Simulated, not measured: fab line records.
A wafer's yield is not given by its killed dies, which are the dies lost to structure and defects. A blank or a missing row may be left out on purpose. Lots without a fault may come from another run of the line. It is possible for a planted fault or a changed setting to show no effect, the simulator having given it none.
Which tool is to blame? | flow sky130 | 11 lots with 33 wafers sampled at 3 steps, on a route of 708 steps

== WHAT THE GAUGES READ, wafer by wafer ==
SKY_PASSIVATION_THK_MEAS_01.
lot  | measured     | on            | PASSIVATION_CVD_00_THK (nm)
L861 | day 43 16:19 | film-metro-04 | 88.8 90.8 91.1
L862 | day 44 05:06 | film-metro-04 | 90.0 89.6 92.8
L867 | day 45 21:57 | film-metro-03 | 88.3 90.1 90.4
L869 | day 46 01:04 | film-metro-04 | 89.2 91.2 89.9
L870 | day 46 23:46 | film-metro-02 | 89.9 87.6 88.7
L871 | day 47 01:34 | film-metro-04 | 88.9 90.1 90.4
L872 | day 47 14:58 | film-metro-04 | 89.2 89.1 88.0
L881 | day 49 10:26 | film-metro-04 | 90.6 89.8 92.1
L883 | day 49 14:13 | film-metro-03 | 88.3 91.0 89.5
L882 | day 49 14:47 | film-metro-04 | 89.7 91.1 89.9
L884 | day 49 15:18 | film-metro-04 | 90.2 88.4 90.5

== WHAT TOOL EACH LOT RAN ON (gives the tool, then ch and the chambers of the sampled wafers, and finally the start) ==
lot  | SKY_CAPM_SPUTTER_02          | SKY_METAL4_ETCH_16
L861 | pvd-sputter-01, day 36 05:52 | rie-metal-01 ch 0,1, day 41 14:54
L862 | pvd-sputter-04, day 36 18:46 | rie-metal-02 ch 0,1, day 42 03:24
L867 | pvd-sputter-02, day 38 17:04 | rie-metal-01 ch 0,1, day 43 22:27
L869 | pvd-sputter-01, day 38 23:14 | rie-metal-01 ch 0,1, day 44 03:18
L870 | pvd-sputter-01, day 39 23:46 | rie-metal-03 ch 0,1, day 45 02:54
L871 | pvd-sputter-01, day 40 00:53 | rie-metal-02 ch 0,1, day 45 03:36
L872 | pvd-sputter-02, day 40 18:26 | rie-metal-03 ch 0,1, day 45 18:55
L881 | pvd-sputter-02, day 43 00:31 | rie-metal-03 ch 0,1, day 47 17:16
L883 | pvd-sputter-01, day 43 03:45 | rie-metal-01 ch 0,1, day 47 21:22
L882 | pvd-sputter-02, day 43 04:15 | rie-metal-02 ch 0,1, day 47 21:23
L884 | pvd-sputter-02, day 43 07:03 | rie-metal-03 ch 0,1, day 47 22:31
- SKY_CAPM_SPUTTER_02: material TiN, target thk 200 nm, time 166.7 s.
- SKY_METAL4_ETCH_16: etches BARC in N2/H2, stops on SiO2, time 88.2 s, target depth 60 nm.

== WHAT THE TOOLS THEMSELVES READ (means of the sampled wafers that have a number; where no wafer has one, the mark that the record gives instead) ==
SKY_CAPM_SPUTTER_02.
lot  | tool           | throttle-valve-pct (%)
L861 | pvd-sputter-01 | 30.2
L862 | pvd-sputter-04 | 29.5
L867 | pvd-sputter-02 | 30.6
L869 | pvd-sputter-01 | 31.0
L870 | pvd-sputter-01 | 31.4
L871 | pvd-sputter-01 | 30.2
L872 | pvd-sputter-02 | 30.2
L881 | pvd-sputter-02 | 30.6
L883 | pvd-sputter-01 | 31.3
L882 | pvd-sputter-02 | 30.2
L884 | pvd-sputter-02 | 30.1

SKY_METAL4_ETCH_16.
lot  | tool         | bias-w (W) | chamber-pressure-mTorr (mTorr) | drypump-motor-current-A (A) | oes-product-au (a.u.) | throttle-valve-pct (%)
L861 | rie-metal-01 | 99.94      | 29.96                          | 6.3                         | 0.624                 | 13.205
L862 | rie-metal-02 | 100.02     | 30.01                          | 5.7                         | 0.630                 | 13.205
L867 | rie-metal-01 | 99.76      | 30.02                          | 5.8                         | 0.626                 | 13.200
L869 | rie-metal-01 | 99.65      | 29.99                          | 6.3                         | 0.624                 | 13.208
L870 | rie-metal-03 | 100.05     | 30.03                          | 6.2                         | 0.626                 | 13.200
L871 | rie-metal-02 | 100.07     | 30.02                          | 5.9                         | 0.624                 | 13.203
L872 | rie-metal-03 | 100.17     | 30.00                          | 6.1                         | 0.625                 | 13.201
L881 | rie-metal-03 | 99.82      | 29.98                          | 6.2                         | 0.625                 | 13.209
L883 | rie-metal-01 | 100.21     | 30.03                          | 6.3                         | 0.621                 | 13.208
L882 | rie-metal-02 | 99.94      | 29.98                          | 5.9                         | 0.624                 | 13.199
L884 | rie-metal-03 | 99.96      | 29.98                          | 6.2                         | 0.626                 | 13.207

== THE ANSWER, worked out from the rows above alone ==
Rule: usual is defined by the lots themselves. The widest of any qualifying gaps counts: lots, ordered by their means at a reading, are off when they make up no more than a third of the lots, leave a main group of 4 or more, and stand apart from it by 3 or more times the standard deviation of that group's means. Not used: any main group whose means are identical at the precision the tables above print for the reading. Also off: a lot with no number at a reading for which 4 or more lots have one. Where the step has rows for the other lots, those lots are counted as sound. After the gauges, taken in route order, come the tools' own readings; for these a lot's mean is taken, as printed above. The first step at which some lot is off is used, and at that step the reading that is off furthest; a lot without a number counts as furthest.
None of the lots is off at any reading shown; this tells nothing.

== WHAT THE SIMULATOR PUT IN ==
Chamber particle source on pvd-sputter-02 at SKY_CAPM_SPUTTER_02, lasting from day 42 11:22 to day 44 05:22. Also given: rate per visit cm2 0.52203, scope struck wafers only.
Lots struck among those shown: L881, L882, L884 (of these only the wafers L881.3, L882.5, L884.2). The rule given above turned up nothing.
